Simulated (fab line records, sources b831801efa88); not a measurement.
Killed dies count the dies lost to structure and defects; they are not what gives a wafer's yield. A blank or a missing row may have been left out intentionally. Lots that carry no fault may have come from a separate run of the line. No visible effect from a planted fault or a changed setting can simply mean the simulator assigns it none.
fab line records	flow sfq_line
record: lots: 5	wafers: 15	last_day: 84
route steps=325 shown A5B@210 R5@212
lots that met no fault: from a run of the same line without faults
start_h: the number of hours between the record's first day and the start of the first shown wafer of the lot	wait_h: time in hours since the lot's previous step	" repeats the value in the row above	L1.1+2: a row that stands for several wafers	- no value present, or no start provided	* or withheld: withheld	< > ~ a bound
route shown NAME@n: a module of which the file shows steps, and the number in the route of the first	usual: mean/standard deviation of fault-free wafers	same: alike in all rows	chamber/n: place in a boat	sites: readings site by site	_std_site: standard deviation of those values	_edge_site: the outer-site mean with the inner-site mean subtracted	radius_mm: for every site, how far away it sits from the centre of the wafer	mask NAME#n: copy n	behind: the most recent tool/chamber to have shaped the wafer	hold: why the lot was held/for how many hours/how that ended	device: which transistor (n, p or np) failed to switch	end of line: tests run on the same wafers once the route is complete	where a step has no rows: the recipe by itself	killed: at the first sort, the dies lost to defects and structure; wafer yield is something else	map: a wafer's dies, x killed, . not, _ none there
set.NAME: the setting that was run; set.NAME@STEP: the one run at that earlier step	model.NAME: the simulator's own value behind a step, which no gauge read
a table for each step, a row for each wafer; lots at some steps of the route
services: the hour from which a tool's chamber was out of use, counted from the record's first day as start_h (under 0 if before that day), plus the number of hours and why
== steps ==
step: SFQ_TRILAYER_A5B_CMP_CMP_130
recipe: stop_on: Nb	down_force_psi: 3	platen_rpm: 60	target_thk_nm: 340.7
usual: motor_current_A: 10.2/1.1
lot.wafer	tool	chamber	start_h	wait_h	motor_current_A
L088.3	cmp-02	3	1289.08	3.2	10.8
L088.6	"	0	"	"	10.3
L088.5	"	1	"	"	10.4
L092.2	cmp-02	2	1368.40	3.3	11.7
L092.1	"	0	1369.40	4.3	10.6
L092.5	"	1	"	"	11.2
L094.3	cmp-02	2	1397.90	9.9	11.6
L094.2	"	3	"	"	10.5
L094.4	"	1	1399.40	11.4	10.5
L096.1	cmp-01	0	1412.07	7.8	11.6
L096.4	"	2	1413.07	8.7	8.5
L096.6	"	0	1414.07	9.7	11.9
L097.2	cmp-02	0	1412.90	6.2	9.8
L097.3	"	3	1414.40	7.7	10.6
L097.6	"	0	"	"	10.4
step: SFQ_TRILAYER_A5B_METRO_MEASURE_131
usual: thk_nm: 342/4.8
lot.wafer	tool	chamber	start_h	wait_h	thk_nm
L088.3	film_metro-02	-	1290.98	1.4	342
L088.5	"	-	"	"	350
L088.6	"	-	"	"	345
L092.1	film_metro-01	-	1370.90	1.0	331
L092.2	"	-	"	"	332
L092.5	"	-	"	"	336
L094.2	film_metro-02	-	1401.10	2.2	342
L094.3	"	-	"	"	344
L094.4	"	-	"	"	340
L096.1	film_metro-04	-	1415.07	2.5	337
L096.4	"	-	"	"	335
L096.6	"	-	"	"	338
L097.2	film_metro-02	-	1416.10	2.7	346
L097.3	"	-	"	"	339
L097.6	"	-	"	"	343
step: SFQ_TRILAYER_R5_DEP_SPUTTER_132
recipe: material: Ti	base_pressure_pa: 1.33e-06	target_thk_nm: 5	power_w: 2000	time_s: 5	chamber_pressure_pa: 0.4
usual: base_pressure_pa: 1.34e-06/7.6e-08	throttle_valve_pct: 30.6/1
lot.wafer	tool	chamber	start_h	wait_h	base_pressure_pa	throttle_valve_pct
L088.3	pvd_sputter-03	-	1291.78	0.6	1.24e-06	30.7
L088.5	"	-	"	"	1.31e-06	29.4
L088.6	"	-	"	"	1.26e-06	30.3
L092.1	pvd_sputter-06	-	1372.10	1.0	1.44e-06	32.1
L092.2	"	-	"	"	1.27e-06	30.6
L092.5	"	-	"	"	1.41e-06	30.8
L094.2	pvd_sputter-06	-	1402.10	0.8	1.3e-06	31.2
L094.3	"	-	"	"	1.4e-06	29.8
L094.4	"	-	"	"	1.29e-06	29.2
L096.1	pvd_sputter-04	-	1416.27	1.0	1.39e-06	30.5
L096.4	"	-	"	"	1.31e-06	30.3
L096.6	"	-	"	"	1.31e-06	30.6
L097.2	pvd_sputter-03	-	1417.10	0.8	1.47e-06	30.7
L097.3	"	-	"	"	1.29e-06	31.7
L097.6	"	-	"	"	1.34e-06	29.7
step: SFQ_TRILAYER_R5_DEP_SPUTTER_133
recipe: material: MoNx	base_pressure_pa: 1.33e-06	target_thk_nm: 40	power_w: 1000	time_s: 66.7	chamber_pressure_pa: 0.4
usual: base_pressure_pa: 1.33e-06/7.5e-08	throttle_valve_pct: 30.7/1
lot.wafer	tool	chamber	start_h	wait_h	base_pressure_pa	throttle_valve_pct
L088.3	pvd_sputter-03	-	1291.80	0.0	1.27e-06	30.8
L088.5	"	-	"	"	1.32e-06	29.9
L088.6	"	-	"	"	1.15e-06	30.4
L092.1	pvd_sputter-06	-	1372.12	0.0	1.37e-06	32.4
L092.2	"	-	"	"	1.29e-06	30.8
L092.5	"	-	"	"	1.29e-06	30.7
L094.2	pvd_sputter-06	-	1402.12	0.0	1.32e-06	30.6
L094.3	"	-	"	"	1.43e-06	30.2
L094.4	"	-	"	"	1.34e-06	29.0
L096.1	pvd_sputter-04	-	1416.29	0.0	1.25e-06	30.8
L096.4	"	-	"	"	1.44e-06	30.5
L096.6	"	-	"	"	1.36e-06	30.6
L097.2	pvd_sputter-03	-	1417.12	0.0	1.36e-06	30.8
L097.3	"	-	"	"	1.24e-06	31.5
L097.6	"	-	"	"	1.3e-06	29.8
step: SFQ_TRILAYER_R5_DEP_SPUTTER_134
recipe: material: Ti	base_pressure_pa: 1.33e-06	target_thk_nm: 5	power_w: 2000	time_s: 5	chamber_pressure_pa: 0.4
usual: base_pressure_pa: 1.33e-06/7e-08	throttle_valve_pct: 30.6/1
lot.wafer	tool	chamber	start_h	wait_h	base_pressure_pa	throttle_valve_pct
L088.3	pvd_sputter-03	-	1291.85	0.0	1.21e-06	30.6
L088.5	"	-	"	"	1.31e-06	29.8
L088.6	"	-	"	"	1.37e-06	30.5
L092.1	pvd_sputter-06	-	1372.17	0.0	1.28e-06	32.7
L092.2	"	-	"	"	1.31e-06	30.6
L092.5	"	-	"	"	1.53e-06	30.4
L094.2	pvd_sputter-06	-	1402.17	0.0	1.35e-06	30.5
L094.3	"	-	"	"	1.31e-06	29.9
L094.4	"	-	"	"	1.29e-06	29.1
L096.1	pvd_sputter-04	-	1416.35	0.0	1.27e-06	30.7
L096.4	"	-	"	"	1.28e-06	30.4
L096.6	"	-	"	"	1.28e-06	30.4
L097.2	pvd_sputter-03	-	1417.17	0.0	1.29e-06	30.8
L097.3	"	-	"	"	1.36e-06	31.7
L097.6	"	-	"	"	1.32e-06	29.8
step: SFQ_R5_RS_MEAS_933
recipe: thk_meas_gauge: four-point-probe	reads: Ti_of_TRILAYER_R5_DEP_SPUTTER_134+MoNx_of_TRILAYER_R5_DEP_SPUTTER_133+Ti_of_TRILAYER_R5_DEP_SPUTTER_132
usual: R5_MONX_RS: 7.07/0.07
lot.wafer	tool	chamber	start_h	wait_h	R5_MONX_RS[ohm/sq]
L088.3	film_metro-03	-	1291.91	0.0	7.06
L088.5	"	-	"	"	7.09
L088.6	"	-	"	"	7.06
L092.1	film_metro-03	-	1372.19	0.0	7.08
L092.2	"	-	"	"	7.07
L092.5	"	-	"	"	6.99
L094.2	film_metro-04	-	1402.21	0.0	7.01
L094.3	"	-	"	"	7.05
L094.4	"	-	"	"	7.08
L096.1	film_metro-03	-	1416.37	0.0	7.02
L096.4	"	-	"	"	7.03
L096.6	"	-	"	"	7.05
L097.2	film_metro-04	-	1417.21	0.0	7.03
L097.3	"	-	"	"	7.07
L097.6	"	-	"	"	7.12
step: SFQ_R5_THK_MEAS_934
recipe: thk_meas_gauge: xrf	reads: MoNx_of_TRILAYER_R5_DEP_SPUTTER_133
usual: R5_MONX_THK: 39.7/0.46
lot.wafer	tool	chamber	start_h	wait_h	R5_MONX_THK[nm]
L088.3	film_metro-03	-	1292.01	0.1	40.2
L088.5	"	-	"	"	40.1
L088.6	"	-	"	"	40.2
L092.1	film_metro-03	-	1372.31	0.1	39.5
L092.2	"	-	"	"	39.8
L092.5	"	-	"	"	40.4
L094.2	film_metro-04	-	1402.32	0.1	40.0
L094.3	"	-	"	"	39.6
L094.4	"	-	"	"	39.5
L096.1	film_metro-03	-	1416.49	0.1	40.1
L096.4	"	-	"	"	40.0
L096.6	"	-	"	"	40.0
L097.2	film_metro-04	-	1417.32	0.1	40.0
L097.3	"	-	"	"	39.5
L097.6	"	-	"	"	39.4
step: SFQ_TRILAYER_R5_LITHO_COAT_141
recipe: resist: BARC	spin_rpm: 3000	resist_thk_nm: 62
lot.wafer	tool	chamber	start_h	wait_h
L088.3+5+6	litho_track-03	0	1292.15	0.1
L092.1+2+5	litho_track-03	0	1372.37	0.1
L094.2+3+4	litho_track-03	0	1402.42	0.1
L096.1+4+6	litho_track-01	0	1416.55	0.1
L097.2+3+6	litho_track-03	0	1417.42	0.1
step: SFQ_TRILAYER_R5_LITHO_COAT_136
recipe: resist: KrF	spin_rpm: 3000	resist_thk_nm: 600
lot.wafer	tool	chamber	start_h	wait_h
L088.3+5+6	litho_track-03	0	1292.45	0.2
L092.1+2+5	litho_track-03	0	1372.67	0.2
L094.2+3+4	litho_track-03	0	1402.72	0.2
L096.1+4+6	litho_track-01	0	1416.85	0.2
L097.2+3+6	litho_track-03	0	1417.72	0.2
step: SFQ_TRILAYER_R5_LITHO_SOFTBAKE_140
recipe: temp_c: withheld	time_s: withheld	resist: KrF
lot.wafer	tool	chamber	start_h	wait_h
L088.3+5+6	litho_track-03	0	1292.70	0.2
L092.1+2+5	litho_track-03	0	1372.97	0.2
L094.2+3+4	litho_track-03	0	1403.00	0.2
L096.1+4+6	litho_track-01	0	1417.15	0.2
L097.2+3+6	litho_track-03	0	1418.00	0.2
step: SFQ_TRILAYER_R5_LITHO_EXPOSE_137
recipe: mask_id: R5	na: 0.6	source_shape: conventional	sigma_outer: 0.65	target_cd_nm: 500	dose_mj: 14.4
lot.wafer	tool	chamber	start_h	wait_h	mask
L088.3+5+6	krf_scanner-02	0	1421.09	-	R5#0
L092.1+2+5	krf_scanner-02	0	1482.77	-	R5#0
L094.2+3+4	krf_scanner-02	0	1515.37	-	R5#0
L096.1+4+6	krf_scanner-01	0	1532.09	-	R5#0
L097.2+3+6	krf_scanner-01	0	1533.49	-	R5#0
step: SFQ_TRILAYER_R5_LITHO_PEB_139
recipe: peb_temp_c: 115	peb_time_s: 60	resist: KrF
lot.wafer	tool	chamber	start_h	wait_h
L088.3+5+6	litho_track-01	0	1421.94	0.7
L092.1+2+5	litho_track-03	0	1483.97	1.0
L094.2+3+4	litho_track-03	0	1516.39	0.8
L096.1+4+6	litho_track-01	0	1533.29	1.0
L097.2+3+6	litho_track-04	0	1534.52	0.8
step: SFQ_TRILAYER_R5_LITHO_DEVELOP_138
recipe: time_s: 60	resist: KrF
lot.wafer	tool	chamber	start_h	wait_h
L088.3+5+6	litho_track-01	0	1422.09	0.1
L092.1+2+5	litho_track-03	0	1484.12	0.1
L094.2+3+4	litho_track-03	0	1516.54	0.1
L096.1+4+6	litho_track-01	0	1533.44	0.1
L097.2+3+6	litho_track-04	0	1534.67	0.1
step: SFQ_R5_OVL_MEAS_935
usual: R5_OVL: -2/5.5
lot.wafer	tool	chamber	start_h	wait_h	R5_OVL[nm]
L088.3	overlay-01	-	1422.20	0.1	-3
L088.5	"	-	"	"	-8
L088.6	"	-	"	"	4
L092.1	overlay-02	-	1484.27	0.1	7
L092.2	"	-	"	"	7
L092.5	"	-	"	"	9
L094.2	overlay-02	-	1516.67	0.1	-7
L094.3	"	-	"	"	-2
L094.4	"	-	"	"	-7
L096.1	overlay-01	-	1533.59	0.1	-7
L096.4	"	-	"	"	-10
L096.6	"	-	"	"	-2
L097.2	overlay-02	-	1534.80	0.1	0
L097.3	"	-	"	"	-4
L097.6	"	-	"	"	2
step: SFQ_TRILAYER_R5_BARC_OPEN_METAL_ETCH_177
recipe: mask_material: PR	chemistry: O2	target_depth_nm: 125	target: BARC	icp_w: 600	bias_w: 80	pressure_mtorr: 10	time_s: 41.7
usual: bias_w: 79.98/0.22	drypump_motor_current_A: 5.6/0.45	oes_product_au: 0.685/0.0048
lot.wafer	tool	chamber	start_h	wait_h	bias_w	drypump_motor_current_A	oes_product_au	rf_hours_counter_h
L088.3	rie_metal-04	0	1422.25	0.0	80.13	6.1	0.679	-
L088.5	"	1	"	"	79.65	5.7	0.690	-
L088.6	"	0	"	"	80.38	6.1	0.685	-
L092.1	rie_metal-01	1	1484.30	0.0	80.18	5.5	0.689	8
L092.2	"	0	"	"	79.93	5.9	0.689	30
L092.5	"	0	"	"	79.52	5.9	0.689	-
L094.2	rie_metal-04	1	1516.70	0.0	80.15	5.7	0.679	39
L094.3	"	0	"	"	80.09	6.1	0.684	-
L094.4	"	1	"	"	79.88	5.7	0.685	-
L096.1	rie_metal-02	0	1533.63	0.0	80.06	4.7	0.678	40
L096.4	"	1	"	"	79.94	5.4	0.686	-
L096.6	"	0	"	"	80.10	4.7	0.690	-
L097.2	rie_metal-04	0	1534.83	0.0	80.02	6.1	0.681	62
L097.3	"	1	"	"	80.29	5.6	0.676	-
L097.6	"	1	"	"	80.17	5.6	0.680	-
== services ==
tool	chamber	start_h	hours	kind
krf_scanner-02	-	1265.95	0.8	pm
krf_scanner-02	-	1274.60	4.4	pm
pvd_sputter-06	-	1287.39	3.5	repair
cmp-02	-	1307.89	10.9	pm
krf_scanner-02	-	1333.13	2.9	repair
film_metro-02	-	1341.74	0.2	pm
cmp-02	-	1345.10	6.8	pm
krf_scanner-02	-	1346.57	1.0	pm
film_metro-02	-	1355.47	0.5	pm
krf_scanner-02	-	1358.88	1.3	pm
cmp-02	-	1389.34	0.2	repair
cmp-02	-	1404.65	1.5	repair
film_metro-02	-	1406.06	0.6	pm
cmp-02	-	1423.35	0.5	repair
krf_scanner-02	-	1433.89	0.8	pm
pvd_sputter-04	-	1448.15	21.5	repair
cmp-02	-	1454.04	1.8	repair
film_metro-02	-	1457.56	0.4	pm
pvd_sputter-06	-	1458.82	1.1	repair
pvd_sputter-03	-	1468.93	1.2	repair
pvd_sputter-06	-	1506.41	2.3	repair
krf_scanner-02	-	1516.37	1.0	pm
pvd_sputter-03	-	1524.42	3.5	repair
krf_scanner-02	-	1526.01	1.1	repair
== key ==
fault none
